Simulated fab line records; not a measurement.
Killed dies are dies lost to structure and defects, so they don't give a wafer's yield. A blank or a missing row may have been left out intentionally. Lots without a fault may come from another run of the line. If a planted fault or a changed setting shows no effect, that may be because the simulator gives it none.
fab line records	flow sky130
[record] lots = 6	wafers = 18	lastDay = 50
route steps=708 shown LOCAL_INTERCONNECT@396 CONTACT@406 PAD_OPEN@708
lots that met no fault: from a run of the same line without faults
startH: hours from the record's first day to the start of the lot's first wafer shown	waitH: time in hours since the lot's previous step	" unchanged from the row above	L1.1+2: a row that stands for several wafers	- value missing, or start not given	* or withheld: withheld	< > ~ a bound
route shown NAME@n: names a module that has steps shown in the file, with the first one's number in the route	usual: the fault-free wafers' mean and standard deviation	same: alike in all rows	chamber/n: place in a boat	sites: each site's reading	_std_site: the values' standard deviation	_edge_site: outer sites' mean less inner sites'	radiusMm: for every site, how far away it sits from the centre of the wafer	mask NAME#n: copy n	behind: the tool/chamber that last shaped the wafer	hold: what put the lot on hold/how long, in hours/how the hold closed	device: the n, p or np transistor that did not switch	end of line: at the end of the route, the tests of the same wafers	where a step has no rows: the recipe by itself	killed: at the first sort, the dies lost to defects and structure; wafer yield is something else	map: the dies of a wafer, with x for killed, . for not killed, _ for no die there
set.NAME: the setting the step ran with; set.NAME@STEP: the setting that earlier step ran with	model.NAME: the simulator's own value behind a step, which no gauge read
a table for each step, a row for each wafer; lots at some steps of the route
services: a tool's chamber out of use, with start hour (startH, from the record's first day; less than 0 if before it), hours out, and reason
[[steps]]
[step SKY_LOCAL_INTERCONNECT_PEB_09]
[recipe] pebTempC = withheld	pebTimeS = withheld	resist = KrF-thick
[step SKY_LOCAL_INTERCONNECT_DEVELOP_10]
[recipe] developTimeS = 60	resist = KrF-thick	devTempC = 21
[step SKY_LOCAL_INTERCONNECT_CD_MEAS_11]
[recipe] targetCdNm = 170
[usual] cdNm = 169.6/1.4
lot.wafer	tool	chamber	startH	waitH	cdNm
L831.1	cdSem-01	-	752.78	-	168.4
L831.4	"	-	"	"	168.2
L831.5	"	-	"	"	168.4
L832.1	cdSem-02	-	764.41	-	170.2
L832.5	"	-	"	"	169.6
L832.6	"	-	"	"	171.3
L836.1	cdSem-01	-	808.49	-	168.4
L836.5	"	-	"	"	170.1
L836.6	"	-	"	"	170.2
L843.1	cdSem-01	-	846.03	-	169.4
L843.2	"	-	"	"	170.5
L843.5	"	-	"	"	169.9
L846.1	cdSem-01	-	868.54	-	168.5
L846.2	"	-	"	"	167.6
L846.6	"	-	"	"	166.2
L848.1	cdSem-01	-	878.37	-	170.5
L848.3	"	-	"	"	171.5
L848.5	"	-	"	"	169.4
[step SKY_LOCAL_INTERCONNECT_OVL_MEAS_12]
[usual] LOCAL_INTERCONNECT_OVL = 3/5.5
lot.wafer	tool	chamber	startH	waitH	LOCAL_INTERCONNECT_OVL[nm]
L831.1	overlay-02	-	752.90	0.1	-6
L831.4	"	-	"	"	3
L831.5	"	-	"	"	5
L832.1	overlay-02	-	764.53	0.1	-1
L832.5	"	-	"	"	-2
L832.6	"	-	"	"	-9
L836.1	overlay-02	-	808.61	0.1	11
L836.5	"	-	"	"	9
L836.6	"	-	"	"	12
L843.1	overlay-02	-	846.15	0.1	3
L843.2	"	-	"	"	2
L843.5	"	-	"	"	4
L846.1	overlay-02	-	868.66	0.1	-5
L846.2	"	-	"	"	-3
L846.6	"	-	"	"	-3
L848.1	overlay-02	-	878.49	0.1	11
L848.3	"	-	"	"	7
L848.5	"	-	"	"	4
[step SKY_LOCAL_INTERCONNECT_ETCH_13]
[recipe] chemistry = N2/H2	target = BARC	ionEnergyEv = 200	biasW = 100	pressureMtorr = 30	n2FlowSccm = 100	h2FlowSccm = 200	icpW = 500	stopOn = SiO2	timeS = 45.9	targetDepthA = 600
[usual] drypumpMotorCurrentA = 5.8/0.65	oesProductAu = 0.855/0.005	throttleValvePct = 13.224/0.0087
lot.wafer	tool	chamber	startH	waitH	drypumpMotorCurrentA	oesProductAu	rfHoursCounterH	throttleValvePct
L831.1	rieMetal-03	1	752.93	0.0	5.8	0.840	12	13.202
L831.4	"	1	"	"	5.8	0.854	-	13.212
L831.5	"	1	"	"	5.8	0.864	-	13.221
L832.1	rieMetal-03	1	764.57	0.0	5.8	0.858	13	13.223
L832.5	"	1	"	"	5.7	0.851	-	13.220
L832.6	"	0	"	"	5.3	0.851	-	13.221
L836.1	rieMetal-04	0	808.65	0.0	6.1	0.855	14	13.216
L836.5	"	0	"	"	6.1	0.853	-	13.231
L836.6	"	1	"	"	6.8	0.859	-	13.230
L843.1	rieMetal-01	1	846.18	0.0	5.7	0.857	7	13.215
L843.2	"	0	"	"	4.9	0.849	8	13.231
L843.5	"	1	"	"	5.7	0.841	-	13.219
L846.1	rieMetal-01	1	868.69	0.0	5.8	0.856	8	13.215
L846.2	"	0	"	"	4.9	0.856	9	13.223
L846.6	"	1	"	"	5.8	0.847	-	13.231
L848.1	rieMetal-04	1	878.52	0.0	6.8	0.858	8	13.231
L848.3	"	1	"	"	6.8	0.858	-	13.215
L848.5	"	1	"	"	6.8	0.852	-	13.228
[step SKY_LOCAL_INTERCONNECT_METAL_ETCH_14]
[recipe] targetDepthNm = 110	stopOn = PSG	chemistry = Cl2/BCl3	target = TiN	resistSidewallDeg = 88	pressureMtorr = 10	icpW = 900	biasW = 48.5	Cl2_flow_sccm = 60	bcl3FlowSccm = 30	timeS = 31.4
[usual] drypumpMotorCurrentA = 5.8/0.65	oesProductAu = 0.945/0.006	throttleValvePct = 21.898/0.0086
lot.wafer	tool	chamber	startH	waitH	drypumpMotorCurrentA	oesProductAu	rfHoursCounterH	throttleValvePct
L831.1	rieMetal-03	1	753.00	0.0	5.8	0.946	12	21.900
L831.4	"	1	"	"	5.8	0.942	-	21.897
L831.5	"	1	"	"	5.8	0.953	-	21.889
L832.1	rieMetal-03	1	764.63	0.0	5.8	0.942	13	21.919
L832.5	"	1	"	"	5.8	0.940	-	21.906
L832.6	"	0	"	"	5.3	0.951	-	21.890
L836.1	rieMetal-04	0	808.71	0.0	6.1	0.941	14	21.913
L836.5	"	0	"	"	6.1	0.943	-	21.894
L836.6	"	1	"	"	6.7	0.949	-	21.895
L843.1	rieMetal-01	1	846.25	0.0	5.7	0.940	7	21.891
L843.2	"	0	"	"	4.9	0.937	8	21.911
L843.5	"	1	"	"	5.7	0.933	-	21.905
L846.1	rieMetal-01	1	868.76	0.0	5.7	0.949	8	21.901
L846.2	"	0	"	"	4.9	0.944	9	21.896
L846.6	"	1	"	"	5.7	0.935	-	21.897
L848.1	rieMetal-04	1	878.58	0.0	6.7	0.938	8	21.892
L848.3	"	1	"	"	6.8	0.940	-	21.902
L848.5	"	1	"	"	6.7	0.945	-	21.899
[step SKY_LOCAL_INTERCONNECT_STRIP_15]
[recipe] chemistry = O2/N2	powerW = 1400	pressureMtorr = 1500	platenTempC = withheld	o2FlowSccm = 3000	n2FlowSccm = 300	overashFraction = 0.5
[usual] drypumpMotorCurrentA = 5.69/0.24	oesProductAu = 0.427/0.0047	stripTimeToEndpointS = 4.725/0.021
lot.wafer	tool	chamber	startH	waitH	drypumpMotorCurrentA	oesProductAu	rfHoursCounterH	stripTimeToEndpointS
L831.1	plasmaAsher-02	0	753.05	0.0	6.07	0.424	1	4.728
L831.4	"	1	"	"	5.34	0.425	-	4.728
L831.5	"	1	"	"	5.35	0.419	-	4.739
L832.1	plasmaAsher-02	1	764.68	0.0	5.33	0.426	2	4.711
L832.5	"	1	"	"	5.34	0.425	-	4.724
L832.6	"	0	"	"	6.01	0.424	-	4.706
L836.1	plasmaAsher-01	0	808.76	0.0	5.32	0.416	37	4.680
L836.5	"	0	"	"	5.33	0.430	-	4.721
L836.6	"	1	"	"	5.85	0.427	-	4.727
L843.1	plasmaAsher-04	0	846.30	0.0	5.69	0.433	74	4.735
L843.2	"	1	"	"	5.85	0.427	74	4.728
L843.5	"	1	"	"	5.85	0.427	-	4.743
L846.1	plasmaAsher-01	0	868.81	0.0	5.33	0.427	43	4.724
L846.2	"	1	"	"	5.83	0.421	43	4.714
L846.6	"	0	"	"	5.34	0.436	-	4.724
L848.1	plasmaAsher-04	1	878.64	0.0	5.85	0.431	77	4.748
L848.3	"	0	"	"	5.69	0.430	-	4.729
L848.5	"	0	"	"	5.69	0.432	-	4.738
[step SKY_LOCAL_INTERCONNECT_STRIP_16]
[recipe] chemistry = postEtchResidueRemover	timeS = 1200	tempC = 72.5
[step SKY_LOCAL_INTERCONNECT_CLEAN_17]
[recipe] chemistry = IPA	timeS = 180	tempC = 25
[step SKY_LOCAL_INTERCONNECT_CLEAN_18]
[recipe] chemistry = O3/DIW	dry = n2Spin
[step SKY_CONTACT_CVD_00]
[recipe] material = Si3N4	targetThkNm = 75	tempC = 400	timeS = withheld	rfW = 450
[usual] heaterPowerW = 688/93
lot.wafer	tool	chamber	startH	waitH	heaterPowerW
L831.1	pecvd-02	0	753.74	0.0	751
L831.4	"	0	"	"	767
L831.5	"	1	"	"	625
L832.1	pecvd-02	0	765.28	0.0	673
L832.5	"	2	"	"	705
L832.6	"	1	"	"	671
L836.1	pecvd-01	1	809.36	0.0	699
L836.5	"	0	"	"	784
L836.6	"	2	"	"	977
L843.1	pecvd-02	0	846.92	0.0	816
L843.2	"	2	"	"	767
L843.5	"	2	"	"	753
L846.1	pecvd-01	2	869.44	0.0	926
L846.2	"	1	"	"	644
L846.6	"	2	"	"	902
L848.1	pecvd-04	2	879.23	0.0	647
L848.3	"	1	"	"	618
L848.5	"	0	"	"	588
[step SKY_CONTACT_THK_MEAS_01]
[recipe] reads = Si3N4_of_CONTACT_CVD_00
[usual] CONTACT_CVD_00_THK = 75.1/0.98
lot.wafer	tool	chamber	startH	waitH	CONTACT_CVD_00_THK[nm]
L831.1	filmMetro-01	-	753.77	-	74.5
L831.4	"	-	"	"	74.8
L831.5	"	-	"	"	76.2
L832.1	filmMetro-01	-	765.31	-	74.1
L832.5	"	-	"	"	76.1
L832.6	"	-	"	"	75.5
L836.1	filmMetro-01	-	809.39	-	76.1
L836.5	"	-	"	"	76.0
L836.6	"	-	"	"	76.2
L843.1	filmMetro-02	-	846.97	-	74.4
L843.2	"	-	"	"	74.0
L843.5	"	-	"	"	75.1
L846.1	filmMetro-03	-	869.47	-	74.2
L846.2	"	-	"	"	74.8
L846.6	"	-	"	"	75.0
L848.1	filmMetro-03	-	879.26	-	75.5
L848.3	"	-	"	"	74.5
L848.5	"	-	"	"	74.9
[step SKY_CONTACT_HDPCVD_02]
[recipe] material = SiO2	targetThkNm = 565	sigmaOpenFrac = 0.3	timeS = 94.2	tempC = 600	sih4FlowSccm = 60	pressureMtorr = 6
lot.wafer	tool	chamber	startH	waitH	model.SiO2_of_CONTACT_HDPCVD_02.thkNm
L831.1	hdpcvd-01	2	753.83	0.1	566.6
L831.4	"	1	"	"	562.5
L831.5	"	2	"	"	561.4
L832.1	hdpcvd-02	1	765.37	0.1	572.3
L832.5	"	2	"	"	565.8
L832.6	"	0	"	"	557.7
L836.1	hdpcvd-01	0	809.45	0.1	553.5
L836.5	"	2	"	"	557.8
L836.6	"	0	"	"	553.9
L843.1	hdpcvd-02	0	847.03	0.1	569
L843.2	"	2	"	"	1063
L843.5	"	2	"	"	565.5
L846.1	hdpcvd-02	2	869.53	0.1	564.6
L846.2	"	0	"	"	1060
L846.6	"	2	"	"	565.6
L848.1	hdpcvd-01	1	879.32	0.1	563.5
L848.3	"	0	"	"	563.4
L848.5	"	0	"	"	566.7
[step SKY_CONTACT_THK_MEAS_03]
[recipe] reads = SiO2_of_CONTACT_HDPCVD_02
[usual] CONTACT_HDPCVD_THK = 561/6
lot.wafer	tool	chamber	startH	waitH	CONTACT_HDPCVD_THK[nm]
L831.1	filmMetro-03	-	753.90	0.0	567
L831.4	"	-	"	"	562
L831.5	"	-	"	"	562
L832.1	filmMetro-03	-	765.44	0.0	572
L832.5	"	-	"	"	566
L832.6	"	-	"	"	557
L836.1	filmMetro-02	-	809.52	0.0	554
L836.5	"	-	"	"	558
L836.6	"	-	"	"	554
L843.1	filmMetro-03	-	847.10	0.0	569
L843.2	"	-	"	"	1063
L843.5	"	-	"	"	565
L846.1	filmMetro-01	-	869.60	0.0	564
L846.2	"	-	"	"	1061
L846.6	"	-	"	"	566
L848.1	filmMetro-02	-	879.39	0.0	563
L848.3	"	-	"	"	564
L848.5	"	-	"	"	567
[step SKY_CONTACT_CMP_04]
[recipe] material = SiO2	downForcePsi = 4	platenRpm = 60	padVelocityMS = 0.94248
[usual] motorCurrentA = 11.5/1.1	timeToEndpointS = 78/5.4
lot.wafer	tool	chamber	startH	waitH	motorCurrentA	timeToEndpointS
L831.1	cmp-02	0	754.06	0.1	10.5	79
L831.4	"	1	"	"	10.7	78
L831.5	"	3	"	"	10.9	74
L832.1	cmp-02	1	765.50	0.1	11.3	81
L832.5	"	1	"	"	11.0	78
L832.6	"	2	"	"	12.1	76
L836.1	cmp-01	2	809.73	0.2	10.3	73
L836.5	"	3	"	"	12.9	73
L836.6	"	0	"	"	13.3	75
L843.2	cmp-02	0	847.16	0.0	11.1	261
L843.1	"	1	"	"	11.4	77
L843.5	"	1	"	"	11.6	76
L846.1	cmp-01	0	869.66	0.1	12.9	85
L846.2	"	3	"	"	13.1	261
L846.6	"	0	"	"	13.1	84
L848.3	cmp-01	3	879.45	0.0	13.6	81
L848.1	"	2	"	"	10.4	83
L848.5	"	3	"	"	13.7	83
[step SKY_CONTACT_BOW_MEAS_05]
[recipe] mode = bow
[usual] CONTACT_BOW = 82/6.8
lot.wafer	tool	chamber	startH	waitH	CONTACT_BOW[um]
L831.1	filmMetro-02	-	754.26	0.1	94
L831.4	"	-	"	"	82
L831.5	"	-	"	"	85
L832.1	filmMetro-02	-	765.80	0.2	88
L832.5	"	-	"	"	85
L832.6	"	-	"	"	84
L836.1	filmMetro-02	-	809.88	0.1	88
L836.5	"	-	"	"	84
L836.6	"	-	"	"	81
L843.1	filmMetro-02	-	847.46	0.2	87
L843.2	"	-	"	"	96
L843.5	"	-	"	"	80
L846.1	filmMetro-03	-	869.96	0.2	81
L846.2	"	-	"	"	86
L846.6	"	-	"	"	87
L848.1	filmMetro-01	-	879.75	0.1	84
L848.3	"	-	"	"	66
L848.5	"	-	"	"	76
[step SKY_PAD_OPEN_PROBE_99]
[usual] killed_at_M0_to_M3 = 44/6.9	killed_at_M4_up = 3.3/2.1	killedAtContacts = 24/4.8	killedAtFrontEnd = 15/4.4	killedAtOther = 0.2/0.48	killedDies = 87/9.5	killedOpen = 48/6.5	killedShort = 39/6.3
[same] grossDies = 492	killedAtBackSide = 0
lot.wafer	tool	chamber	startH	waitH	killed_at_M0_to_M3	killed_at_M4_up	killedAtContacts	killedAtFrontEnd	killedAtOther	killedDies	killedOpen	killedShort
L831.1	prober-02	-	1111.20	0.1	50	7	21	22	0	100	49	51
L831.5	prober-02	-	1111.40	0.2	31	3	19	25	0	78	44	34
L832.1	prober-01	-	1118.22	0.1	46	1	28	12	0	87	54	33
L832.5	prober-01	-	1118.42	0.2	34	5	25	16	0	80	53	26
L832.6	prober-01	-	1118.47	0.2	46	6	27	7	1	87	50	36
L836.1	prober-01	-	1152.15	0.1	55	5	28	16	1	105	64	41
L836.5	prober-01	-	1152.35	0.2	46	7	27	14	0	94	60	34
L836.6	prober-01	-	1152.40	0.2	57	1	25	11	0	94	57	37
L843.5	prober-02	-	1176.72	0.2	37	3	22	22	0	84	46	38
// killed by level:class
L831.1 VIA1:geometricParticle:open=11 METAL1:geometricParticle:short=10 FIELD_ISO:geometricParticle:short=7 FIELD_ISO:geometricParticle:open=6 LI_CONTACT:geometricParticle:open=6 LOCAL_INTERCONNECT:geometricParticle:short=6 VIA3:geometricParticle:open=6 POLY_GATE:geometricParticle:open=4
L831.5 LI_CONTACT:geometricParticle:open=8 FIELD_ISO:geometricParticle:short=6 POLY_GATE:geometricParticle:open=6 VIA1:geometricParticle:open=6 METAL1:geometricParticle:short=6 VIA2:geometricParticle:open=5 CONTACT:geometricParticle:open=5 FIELD_ISO:geometricParticle:open=4
L832.1 METAL2:geometricParticle:short=10 VIA3:geometricParticle:open=10 LI_CONTACT:geometricParticle:open=10 CONTACT:geometricParticle:open=10 VIA1:geometricParticle:open=10 METAL1:geometricParticle:short=6 VIA2:geometricParticle:open=5 FIELD_ISO:geometricParticle:short=3
L832.5 CONTACT:geometricParticle:open=12 VIA3:geometricParticle:open=9 LI_CONTACT:geometricParticle:open=7 VIA1:geometricParticle:open=6 FIELD_ISO:geometricParticle:short=4 METAL1:geometricParticle:short=4 FIELD_ISO:geometricParticle:open=3 CONTACT:geometricParticle:short=3
L832.6 CONTACT:geometricParticle:open=12 VIA1:geometricParticle:open=9 VIA3:geometricParticle:open=8 VIA3:geometricParticle:short=7 VIA2:geometricParticle:open=7 LI_CONTACT:geometricParticle:open=6 CONTACT:geometricParticle:short=6 LOCAL_INTERCONNECT:geometricParticle:short=3
L836.1 LI_CONTACT:geometricParticle:open=12 VIA2:geometricParticle:open=12 CONTACT:geometricParticle:open=10 METAL2:geometricParticle:short=8 VIA1:geometricParticle:short=7 VIA1:geometricParticle:open=7 VIA3:geometricParticle:open=7 FIELD_ISO:geometricParticle:open=6
L836.5 VIA1:geometricParticle:open=18 VIA3:geometricParticle:open=9 CONTACT:geometricParticle:open=8 LI_CONTACT:geometricParticle:open=7 VIA2:geometricParticle:open=7 FIELD_ISO:geometricParticle:open=6 CONTACT:geometricParticle:short=6 FIELD_ISO:geometricParticle:short=5
L836.6 VIA1:geometricParticle:open=11 VIA2:geometricParticle:open=10 VIA3:geometricParticle:open=10 CONTACT:geometricParticle:open=9 LI_CONTACT:geometricParticle:open=8 METAL3:geometricParticle:short=6 LOCAL_INTERCONNECT:geometricParticle:short=5 POLY_GATE:geometricParticle:open=4
L843.5 VIA1:geometricParticle:open=11 CONTACT:geometricParticle:short=7 VIA2:geometricParticle:open=7 FIELD_ISO:geometricParticle:open=6 POLY_GATE:geometricParticle:short=6 LI_CONTACT:geometricParticle:open=5 CONTACT:geometricParticle:open=5 VIA3:geometricParticle:open=4
[[services]]
tool	chamber	startH	hours	kind
plasmaAsher-02	-	733.75	9.0	pm
plasmaAsher-01	-	742.75	2.8	pm
cmp-01	-	744.83	4.0	pm
plasmaAsher-01	-	746.89	2.0	repair
cmp-01	-	748.83	-	consumableReplace:conditioner
hdpcvd-01	-	754.05	2.8	pm
plasmaAsher-01	-	762.29	11.0	pm
rieMetal-04	-	776.47	4.3	pm
pecvd-01	2	779.26	3.6	repair
rieMetal-03	0	785.88	-	clean
rieMetal-03	0	785.88	29.9	scheduledDown
rieMetal-03	0	785.88	29.9	ventCycle
rieMetal-04	1	791.74	1.5	repair
pecvd-01	-	800.27	4.3	pm
cmp-01	-	814.98	0.9	repair
pecvd-01	-	819.92	2.8	pm
rieMetal-03	-	820.09	0.5	repair
cmp-01	-	844.22	3.2	pm
rieMetal-01	-	852.71	0.6	repair
cmp-02	-	857.00	0.8	repair
rieMetal-04	0	859.61	-	clean
rieMetal-04	0	859.61	17.3	scheduledDown
rieMetal-04	0	859.61	17.3	ventCycle
hdpcvd-01	-	864.27	3.1	repair
[[key]]
[firstSign] step = SKY_CONTACT_THK_MEAS_03	reading = CONTACT_HDPCVD_THK	direction = up	sigmas = 83	usual = 561	struck = 1062
[effect] step = SKY_CONTACT_CMP_04	reading = timeToEndpointS	direction = up	sigmas = 34	usual = *	struck = *
[modelEffect] step = SKY_CONTACT_HDPCVD_02	value = SiO2_of_CONTACT_HDPCVD_02.thkNm	without = 566.5	struck = 1061
metAt SKY_CONTACT_HDPCVD_02
struckWafers L843.2,L846.2
testerLeftOut L843,L846
onsetBetween 765.37 847.03
[fault] kind = processParameterDrift	tool = hdpcvd-02	chamber = -	onsetH = 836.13	steps = SKY_CONTACT_HDPCVD_02	channel = targetThkNm	offset = 494.77	shape = step	endH = 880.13	scope = struckWafersOnly	actsIn = theseRecipesOnly	stated = 565
// testerLeftOut: of these lots the tester's yield and bins aren't shown, on N5 and GAA mostly nor the transistor test; their killed dies are dies lost to structure and defects alone, not to doping, threshold or leakage, so they don't give the yield
